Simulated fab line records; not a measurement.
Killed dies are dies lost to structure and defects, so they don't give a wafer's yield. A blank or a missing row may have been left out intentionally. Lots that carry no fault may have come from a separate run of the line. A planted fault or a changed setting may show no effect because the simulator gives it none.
Which tool is to blame? -- flow gf180mcu -- 39 wafers from 13 lots sampled at 2 of the route's 602 steps

WHAT EACH GAUGE READ, for each wafer
GF_HV_LDD_OVL_MEAS_20. Usual: HV_LDD_01_OVL gives 0.4 nm (standard deviation 1.4).
lot,measured,on,HV_LDD_01_OVL (nm),flag
L476,day 11 06:35,overlay-01,0.2 -0.1 -0.1,
L477,day 11 13:58,overlay-01,0.7 1.3 0.1,
L478,day 11 18:06,overlay-01,2.0 2.1 0.1,
L479,day 12 04:29,overlay-02,1.1 0.9 0.2,
L481,day 12 20:21,overlay-02,1.0 1.5 1.4,
L482,day 13 01:28,overlay-02,1.4 -0.5 0.1,
L488,day 14 20:43,overlay-01,-0.7 0.4 -1.1,
L491,day 15 22:25,overlay-02,-0.5 -1.1 0.1,
L492,day 16 06:31,overlay-01,-0.3 0.0 -1.4,
L493,day 16 12:07,overlay-02,1.8 1.3 1.9,
L494,day 16 20:18,overlay-01,0.4 1.5 -0.4,
L496,day 17 08:58,overlay-02,0.9 -0.6 -0.1,
L498,day 18 07:58,overlay-01,0.8 -2.1 1.6,

TOOL THAT RAN EACH LOT (tool first, then ch and the chambers of the sampled wafers, then the start)
lot,GF_STI_ETCH_14
L476,"rie-si-02 ch 0,1,2, day 2 07:28"
L477,"rie-si-02 ch 0,2, day 2 11:49"
L478,"rie-si-02 ch 0,1,2, day 2 17:19"
L479,"rie-si-02 ch 0,1,3, day 2 22:11"
L481,"rie-si-01 ch 0,1, day 3 08:35"
L482,"rie-si-01 ch 0,2,3, day 3 14:43"
L488,"rie-si-01 ch 0,1,2, day 4 20:32"
L491,"rie-si-02 ch 0,2,3, day 5 13:02"
L492,"rie-si-01 ch 0,1,2, day 5 16:20"
L493,"rie-si-01 ch 1,2,3, day 5 22:49"
L494,"rie-si-01 ch 0,2,3, day 6 03:17"
L496,"rie-si-02 ch 0,1,3, day 6 13:49"
L498,"rie-si-02 ch 0,1,2, day 6 23:38"
- GF_STI_ETCH_14: etches Si in HBr/Cl2/O2, target depth 360 nm, time 102.9 s.

AS READ BY THE TOOLS THEMSELVES (means over the sampled wafers that have a number; for cases with no such wafer, the mark the record gives instead)
GF_STI_ETCH_14. Usual: drypump-motor-current-A 5.8 A, standard deviation 0.31; oes-product-au 1.000 a.u., standard deviation 0.012; run-length-s 131.2 s, standard deviation 0.4; throttle-valve-pct 25.657 %, standard deviation 0.01.
lot,tool,drypump-motor-current-A (A),oes-product-au (a.u.),run-length-s (s),throttle-valve-pct (%),flag
L476,rie-si-02,5.5,0.993,131.3,25.666,
L477,rie-si-02,5.7,0.993,131.3,25.656,
L478,rie-si-02,5.5,0.992,127.6,25.657,OFF
L479,rie-si-02,5.6,1.004,127.4,25.657,OFF
L481,rie-si-01,5.7,1.006,130.9,25.656,
L482,rie-si-01,6.1,1.003,131.4,25.663,
L488,rie-si-01,5.8,1.001,131.3,25.649,
L491,rie-si-02,5.7,0.998,131.3,25.657,
L492,rie-si-01,5.9,0.993,131.1,25.651,
L493,rie-si-01,5.9,1.009,131.1,25.659,
L494,rie-si-01,6.1,0.994,131.2,25.660,
L496,rie-si-02,5.6,0.993,131.1,25.658,
L498,rie-si-02,5.5,0.999,131.1,25.661,

THE ANSWER, worked out from the rows above alone
Rule: a lot is off if the mean of its wafers that have a number lies more than 3 standard deviations from the usual mean. Also off: a lot with no number at a reading for which 4 or more lots have one. The other lots that the step has rows for count as sound. First the gauges in route order, then the tools' own readings, where a lot's mean is used as printed above. The first step at which some lot is off is used, and at that step the reading that is off furthest; a lot without a number counts as furthest.
Off: L478, L479, at GF_STI_ETCH_14 (run-length-s).
If a tool, at that step or one of the process steps before it, ran each lot that is off and ran no sound lot following the first of them, it fits. Not one of the candidates tried fits.

WHAT THE SIMULATOR HAD PUT IN
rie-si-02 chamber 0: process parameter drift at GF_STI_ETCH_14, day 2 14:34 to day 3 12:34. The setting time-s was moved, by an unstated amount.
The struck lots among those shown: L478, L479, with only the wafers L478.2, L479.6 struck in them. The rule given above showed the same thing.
